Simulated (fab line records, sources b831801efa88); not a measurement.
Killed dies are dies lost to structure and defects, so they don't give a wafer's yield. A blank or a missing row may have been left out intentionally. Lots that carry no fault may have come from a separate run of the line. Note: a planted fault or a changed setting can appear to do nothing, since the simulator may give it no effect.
fab line records	flow sky130
[record] lots = 5	wafers = 15	last-day = 49
route steps=708 shown VIA4@644 PAD_OPEN@708
lots that met no fault: taken from a fault-free run of the same line
start-h: the number of hours between the record's first day and the start of the first shown wafer of the lot	wait-h: time in hours since the lot's previous step	" unchanged from the row above	L1.1+2: a row that stands for several wafers	- either no value or no given start	* or withheld: withheld	< > ~ a bound
route shown NAME@n: NAME is a module with steps in the file, n the number in the route of the first one	usual: mean and standard deviation over wafers with no fault	same: alike in all rows	chamber/n: place in a boat	sites: each site's reading	_std_site: the values' standard deviation	_edge_site: the outer-site mean with the inner-site mean subtracted	radius-mm: for every site, how far away it sits from the centre of the wafer	mask NAME#n: copy n	behind: the tool/chamber that last shaped the wafer	hold: why the lot was held/for how many hours/how that ended	device: names the non-switching transistor (n, p or np)	end of line: tests run on the same wafers once the route is complete	a step given without rows: its recipe and nothing more	killed: the dies lost at the first sort to structure and to defects; this is not the yield of the wafer	map: a wafer's dies, marking killed ones x, the rest . and places with no die _
set.NAME: the setting the step ran with; set.NAME@STEP: the setting that earlier step ran with	model.NAME: the simulator's own value behind a step, which no gauge read
a table for each step, a row for each wafer; lots at some steps of the route
services: from which hour (start-h, from the record's first day; less than 0 if before it) a tool's chamber was out of use, for how many hours, and why
[[steps]]
[step SKY_VIA4_HMDS_05]
[recipe] prime-time-s = 60	prime-temp-c = 120
[step SKY_VIA4_COAT_06]
[recipe] resist = NOVOLAK	spin-rpm = 3000	resist-thk-nm = 1140
[step SKY_VIA4_SOFTBAKE_07]
[recipe] temp-c = 90	time-s = 60	resist = NOVOLAK
[step SKY_VIA4_EXPOSE_08]
[recipe] mask-id = VIM4	na = 0.6	source-shape = conventional	sigma-outer = 0.6	polarization = unpolarized	target-cd-nm = 800	dose-mj = 132
[step SKY_VIA4_PEB_09]
[recipe] temp-c = withheld	time-s = *	resist = NOVOLAK
[step SKY_VIA4_DEVELOP_10]
[recipe] resist = NOVOLAK	developer = TMAH	develop-time-s = 60	dev-temp-c = 23
[step SKY_VIA4_OVL_MEAS_11]
[usual] VIA4_OVL = -0.7/1.3
lot.wafer	tool	chamber	start-h	wait-h	VIA4_OVL[nm]
L626.1	overlay-02	-	1011.89	0.1	0.2
L626.3	"	-	"	"	0.5
L626.5	"	-	"	"	0.4
L631.1	overlay-01	-	1046.31	0.1	-1.9
L631.2	"	-	"	"	-1.5
L631.6	"	-	"	"	-1.6
L638.1	overlay-01	-	1091.64	0.1	1.6
L638.2	"	-	"	"	0.8
L638.4	"	-	"	"	3.3
L642.1	overlay-01	-	1107.74	0.1	-1.1
L642.5	"	-	"	"	0.0
L642.6	"	-	"	"	-0.8
L644.1	overlay-02	-	1121.04	0.1	-2.1
L644.4	"	-	"	"	-3.0
L644.6	"	-	"	"	-2.9
[step SKY_VIA4_ETCH_12]
[recipe] target = SiO2	chemistry = C4F8/O2/Ar	stop-on = TiN	mask-material = NOVOLAK	source-w = 1500	bias-w = 1200	pressure-mtorr = 40	c4f8-flow-sccm = withheld	O2_flow_sccm = 6	Ar_flow_sccm = 300	time-s = withheld	target-depth-a = 5800
[usual] oes-product-au = 0.926/0.0048
lot.wafer	tool	chamber	start-h	wait-h	oes-product-au
L626.1	rie-diel-03	0	1011.93	0.0	0.924
L626.3	"	1	"	"	0.928
L626.5	"	3	"	"	0.922
L631.1	rie-diel-04	0	1046.34	0.0	0.923
L631.2	"	3	"	"	0.921
L631.6	"	0	"	"	0.923
L638.1	rie-diel-04	1	1091.68	0.0	0.934
L638.2	"	2	"	"	0.931
L638.4	"	0	"	"	0.916
L642.1	rie-diel-04	2	1107.78	0.0	0.917
L642.5	"	3	"	"	0.920
L642.6	"	2	"	"	0.928
L644.1	rie-diel-03	1	1121.08	0.0	0.931
L644.4	"	2	"	"	0.937
L644.6	"	1	"	"	0.924
[step SKY_VIA4_STRIP_13]
[recipe] chemistry = O2/N2	power-w = 1400	pressure-mtorr = 1500	platen-temp-c = withheld	o2-flow-sccm = 3000	n2-flow-sccm = 300	overash-fraction = 0.5
[usual] drypump-motor-current-A = 5.7/0.47	n2-flow-sccm = 299.9/0.87	oes-product-au = 0.709/0.0042	strip-time-to-endpoint-s = 12.80/0.033
lot.wafer	tool	chamber	start-h	wait-h	drypump-motor-current-A	n2-flow-sccm	oes-product-au	rf-hours-counter-h	strip-time-to-endpoint-s
L626.1	plasma-asher-03	1	1012.00	-	5.7	299.7	0.712	58	12.86
L626.3	"	0	"	"	5.3	299.9	0.709	-	12.78
L626.5	"	0	"	"	5.3	299.7	0.713	-	12.86
L631.1	plasma-asher-02	0	1046.45	-	6.2	301.0	0.702	30	12.79
L631.2	"	1	"	"	6.4	299.9	0.710	30	12.81
L631.6	"	0	"	"	6.3	300.7	0.714	-	12.80
L638.1	plasma-asher-04	1	1091.75	-	5.7	300.6	0.700	3	12.80
L638.2	"	0	"	"	5.1	298.7	0.707	3	12.78
L638.4	"	0	"	"	5.1	299.4	0.706	-	12.74
L642.1	plasma-asher-03	1	1107.85	-	5.7	301.3	0.707	68	12.78
L642.5	"	0	"	"	5.3	299.2	0.713	-	12.78
L642.6	"	1	"	"	5.7	300.9	0.715	-	12.83
L644.1	plasma-asher-02	0	1121.15	-	6.3	299.5	0.718	37	12.82
L644.4	"	0	"	"	6.3	300.8	0.706	-	12.80
L644.6	"	1	"	"	6.4	298.4	0.704	-	12.83
[step SKY_VIA4_STRIP_14]
[recipe] chemistry = post-etch-residue-remover	time-s = 1200	temp-c = 72.5
[step SKY_VIA4_CLEAN_15]
[recipe] chemistry = IPA	time-s = 180	temp-c = 25
[step SKY_VIA4_CLEAN_16]
[recipe] chemistry = O3/DIW	dry = n2-spin
[step SKY_VIA4_SPUTTER_17]
[recipe] material = TiN	target-thk-nm = 20	chamber-pressure-pa = 5	power-w = 4000	time-s = 80
[usual] throttle-valve-pct = 29.9/1.2
lot.wafer	tool	chamber	start-h	wait-h	throttle-valve-pct	model.TiN_of_VIA4_SPUTTER_17.thk-nm
L626.1	pvd-sputter-03	-	1012.61	0.0	29.3	20.25
L626.3	"	-	"	"	27.8	19.98
L626.5	"	-	"	"	29.3	20.26
L631.1	pvd-sputter-02	-	1047.19	0.0	28.9	20.42
L631.2	"	-	"	"	29.6	20.28
L631.6	"	-	"	"	29.0	20.4
L638.1	pvd-sputter-03	-	1092.34	0.0	29.3	33.42
L638.2	"	-	"	"	28.8	19.41
L638.4	"	-	"	"	29.6	19.86
L642.1	pvd-sputter-02	-	1108.55	0.0	29.7	20.33
L642.5	"	-	"	"	29.6	20.04
L642.6	"	-	"	"	29.9	20.45
L644.1	pvd-sputter-01	-	1121.74	0.0	32.0	19.04
L644.4	"	-	"	"	29.3	19.97
L644.6	"	-	"	"	31.8	19.75
[step SKY_VIA4_CVD_18]
[recipe] material = W	target-thk-nm = 505	time-s = 152.14	temp-c = 400	pressure-torr = 40
[usual] heater-power-w = 845/54
lot.wafer	tool	chamber	start-h	wait-h	heater-power-w
L626.1	cvd-w-01	1	1012.67	0.0	863
L626.3	"	0	"	"	758
L626.5	"	1	"	"	900
L631.1	cvd-w-02	0	1047.25	0.0	883
L631.2	"	1	"	"	871
L631.6	"	1	"	"	850
L638.1	cvd-w-01	1	1092.41	0.0	901
L638.2	"	0	"	"	749
L638.4	"	1	"	"	913
L642.1	cvd-w-01	0	1108.61	0.0	775
L642.5	"	0	"	"	776
L642.6	"	1	"	"	893
L644.1	cvd-w-01	0	1121.81	0.0	784
L644.4	"	0	"	"	768
L644.6	"	1	"	"	888
[step SKY_PAD_OPEN_PROBE_99]
[usual] defect-limited-yield = 82.3/2.1	killed_at_M0_to_M3 = 45/6.9	killed_at_M4_up = 3.1/1.7	killed-at-contacts = 24/5.7	killed-at-front-end = 15/4.6	killed-at-other = 0.3/0.57	killed-dies = 87/10	killed-open = 48/7.4	killed-short = 39/6.7	sort_bin_3_pad_short = 0.9/0.41	sort_bin_5_function = 10.4/1.5	sort_bin_6_memory = 6.4/1.1	sort-n-pass = 405/10	sort-yield-pct = 82.3/2.1
[same] gross-dies = 492	killed-at-back-side = 0	sort_bin_4_leakage[%] = 0	sort_bin_8_speed[%] = 0
lot.wafer	tool	chamber	start-h	wait-h	defect-limited-yield[%]	killed_at_M0_to_M3	killed_at_M4_up	killed-at-contacts	killed-at-front-end	killed-at-other	killed-dies	killed-open	killed-short	sort_bin_3_pad_short[%]	sort_bin_5_function[%]	sort_bin_6_memory[%]	sort-n-pass	sort-yield-pct[%]
L626.1	prober-02	-	1084.41	0.1	80.3	47	2	33	14	1	97	53	44	0.2	13.6	5.9	395	80.3
L626.3	prober-02	-	1084.51	0.2	84.1	31	1	29	17	0	78	50	28	0.4	9.8	5.7	414	84.1
L626.5	prober-02	-	1084.61	0.2	81.1	44	5	29	14	1	93	52	41	1.2	10.8	6.9	399	81.1
L631.1	prober-01	-	1115.36	0.1	78.3	57	2	33	15	0	107	60	47	0.2	12.2	9.3	385	78.3
L631.2	prober-01	-	1115.41	0.1	84.1	38	3	25	12	0	78	48	30	1.0	8.9	5.9	414	84.1
L631.6	prober-01	-	1115.61	0.2	82.1	38	3	26	21	0	88	47	41	0.6	10.4	6.9	404	82.1
L638.1	prober-02	-	1155.97	0.1	83.7	49	3	16	12	0	80	46	34	0.8	9.6	5.9	412	83.7
L638.2	prober-02	-	1156.02	0.1	82.9	46	2	24	12	0	84	55	29	0	12.0	5.1	408	82.9
L638.4	prober-02	-	1156.12	0.2	84.6	46	5	9	14	2	76	28	48	1.0	9.8	4.7	416	84.6
L642.1	prober-01	-	1169.31	0.1	80.3	47	5	28	17	0	97	54	43	1.2	12.2	6.3	395	80.3
L642.5	prober-01	-	1169.51	0.2	83.5	38	1	25	16	1	81	40	41	0.8	9.8	5.9	411	83.5
L642.6	prober-01	-	1169.56	0.2	83.5	43	3	24	11	0	81	53	28	0.4	10.2	5.9	411	83.5
L644.1	prober-01	-	1180.52	0.1	83.1	42	1	22	17	1	83	47	36	1.2	10.0	5.7	409	83.1
L644.4	prober-01	-	1180.67	0.2	82.7	45	3	25	12	0	85	47	38	0.2	9.8	7.3	407	82.7
L644.6	prober-01	-	1180.77	0.2	80.5	52	5	27	12	0	96	51	45	1.8	10.4	7.3	396	80.5
// killed by level:class
L626.1 VIA1:geometric-particle:open=11 CONTACT:geometric-particle:open=11 CONTACT:geometric-particle:short=8 METAL1:geometric-particle:short=7 LI_CONTACT:geometric-particle:open=6 METAL2:geometric-particle:short=6 VIA3:geometric-particle:open=6 VIA2:geometric-particle:open=5
L626.3 CONTACT:geometric-particle:open=14 LI_CONTACT:geometric-particle:open=7 CONTACT:geometric-particle:short=7 FIELD_ISO:geometric-particle:open=5 VIA1:geometric-particle:open=5 METAL2:geometric-particle:open=4 METAL1:geometric-particle:short=4 VIA3:geometric-particle:open=4
L626.5 VIA1:geometric-particle:open=12 LI_CONTACT:geometric-particle:open=9 CONTACT:geometric-particle:open=8 VIA3:geometric-particle:open=8 CONTACT:geometric-particle:short=7 FIELD_ISO:geometric-particle:open=5 FIELD_ISO:geometric-particle:short=5 METAL1:geometric-particle:short=5
L631.1 VIA1:geometric-particle:open=17 CONTACT:geometric-particle:open=10 LI_CONTACT:geometric-particle:open=10 VIA3:geometric-particle:open=7 VIA2:geometric-particle:short=6 METAL1:geometric-particle:short=6 LI_CONTACT:geometric-particle:short=5 LOCAL_INTERCONNECT:geometric-particle:short=5
L631.2 CONTACT:geometric-particle:open=9 VIA1:geometric-particle:open=8 VIA1:geometric-particle:short=6 LI_CONTACT:geometric-particle:open=5 VIA3:geometric-particle:open=5 METAL1:geometric-particle:short=4 VIA2:geometric-particle:open=4 FIELD_ISO:geometric-particle:open=3
L631.6 CONTACT:geometric-particle:short=9 VIA1:geometric-particle:open=8 VIA3:geometric-particle:open=8 LI_CONTACT:geometric-particle:open=6 POLY_GATE:geometric-particle:short=5 SPACER:geometric-particle:open=5 CONTACT:geometric-particle:open=5 VIA1:geometric-particle:short=5
L638.1 VIA1:geometric-particle:open=14 VIA3:geometric-particle:open=8 VIA1:geometric-particle:short=6 VIA2:geometric-particle:open=6 FIELD_ISO:geometric-particle:short=5 CONTACT:geometric-particle:open=5 VIA3:geometric-particle:short=4 LI_CONTACT:geometric-particle:open=4
L638.2 VIA1:geometric-particle:open=12 LI_CONTACT:geometric-particle:open=11 VIA2:geometric-particle:open=6 FIELD_ISO:geometric-particle:open=5 CONTACT:geometric-particle:open=5 METAL2:geometric-particle:short=5 VIA3:geometric-particle:open=5 VIA1:geometric-particle:short=4
L638.4 VIA1:geometric-particle:open=11 FIELD_ISO:geometric-particle:short=7 VIA3:geometric-particle:open=7 VIA1:geometric-particle:short=6 METAL4:geometric-particle:short=5 METAL2:geometric-particle:short=5 VIA3:geometric-particle:short=5 POLY_GATE:geometric-particle:short=4
L642.1 VIA1:geometric-particle:open=16 CONTACT:geometric-particle:open=14 METAL2:geometric-particle:short=8 CONTACT:geometric-particle:short=7 POLY_GATE:geometric-particle:open=6 POLY_GATE:geometric-particle:short=5 METAL1:geometric-particle:short=4 VIA1:geometric-particle:short=4
L642.5 VIA1:geometric-particle:open=10 CONTACT:geometric-particle:open=8 CONTACT:geometric-particle:short=7 FIELD_ISO:geometric-particle:open=6 METAL1:geometric-particle:short=6 FIELD_ISO:geometric-particle:short=5 VIA3:geometric-particle:short=4 LI_CONTACT:geometric-particle:open=4
L642.6 CONTACT:geometric-particle:open=13 VIA1:geometric-particle:open=11 VIA3:geometric-particle:open=10 METAL1:geometric-particle:short=6 VIA2:geometric-particle:open=5 POLY_GATE:geometric-particle:short=4 METAL4:geometric-particle:short=3 POLY_GATE:geometric-particle:open=3
L644.1 METAL1:geometric-particle:short=10 LI_CONTACT:geometric-particle:open=7 CONTACT:geometric-particle:open=7 VIA2:geometric-particle:open=7 FIELD_ISO:geometric-particle:open=6 VIA1:geometric-particle:open=6 METAL2:geometric-particle:short=4 VIA3:geometric-particle:open=4
L644.4 VIA2:geometric-particle:open=11 CONTACT:geometric-particle:open=10 LI_CONTACT:geometric-particle:open=6 VIA1:geometric-particle:open=5 METAL1:geometric-particle:short=5 FIELD_ISO:geometric-particle:open=4 VIA1:geometric-particle:short=4 METAL2:geometric-particle:short=4
L644.6 VIA1:geometric-particle:open=12 CONTACT:geometric-particle:open=9 VIA2:geometric-particle:open=9 METAL1:geometric-particle:short=9 LI_CONTACT:geometric-particle:open=6 LOCAL_INTERCONNECT:geometric-particle:short=5 VIA2:geometric-particle:short=5 FIELD_ISO:geometric-particle:short=4
[[services]]
tool	chamber	start-h	hours	kind
cvd-w-01	-	989.20	6.9	pm
pvd-sputter-01	-	990.27	3.0	repair
pvd-sputter-02	-	994.42	3.8	repair
plasma-asher-02	-	1001.97	5.1	repair
pvd-sputter-02	-	1002.90	4.4	repair
cvd-w-01	-	1003.70	2.7	repair
rie-diel-04	1	1007.97	4.5	repair
cvd-w-02	1	1016.39	2.8	repair
pvd-sputter-02	-	1019.95	2.1	repair
cvd-w-01	-	1026.30	0.6	repair
pvd-sputter-03	-	1026.80	2.7	repair
rie-diel-03	-	1028.48	14.6	pm
cvd-w-01	1	1033.40	7.3	repair
rie-diel-04	2	1037.73	9.1	repair
cvd-w-02	1	1040.42	5.9	repair
rie-diel-04	1	1045.96	9.5	repair
pvd-sputter-01	-	1054.18	9.4	repair
plasma-asher-04	-	1055.25	9.0	pm
plasma-asher-02	-	1072.80	1.4	repair
cvd-w-02	1	1085.78	3.0	repair
rie-diel-03	2	1085.81	8.8	repair
plasma-asher-04	-	1105.69	16.1	repair
rie-diel-03	1	1107.64	1.3	repair
rie-diel-04	1	1107.77	2.5	repair
[[key]]
first-sign none at tools or gauges
[model-effect] step = SKY_VIA4_SPUTTER_17	value = TiN_of_VIA4_SPUTTER_17.thk-nm	without = 19.93	struck = 33.42
met-at SKY_VIA4_SPUTTER_17
struck-wafers L638.1
onset-between 1012.61 1092.34
[fault] kind = process-parameter-drift	tool = pvd-sputter-03	chamber = -	onset-h = 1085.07	steps = SKY_VIA4_SPUTTER_17	channel = target-thk-nm	offset = 13.489	shape = step	end-h = 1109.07	scope = struck-wafers-only	acts-in = these-recipes-only	stated = 20
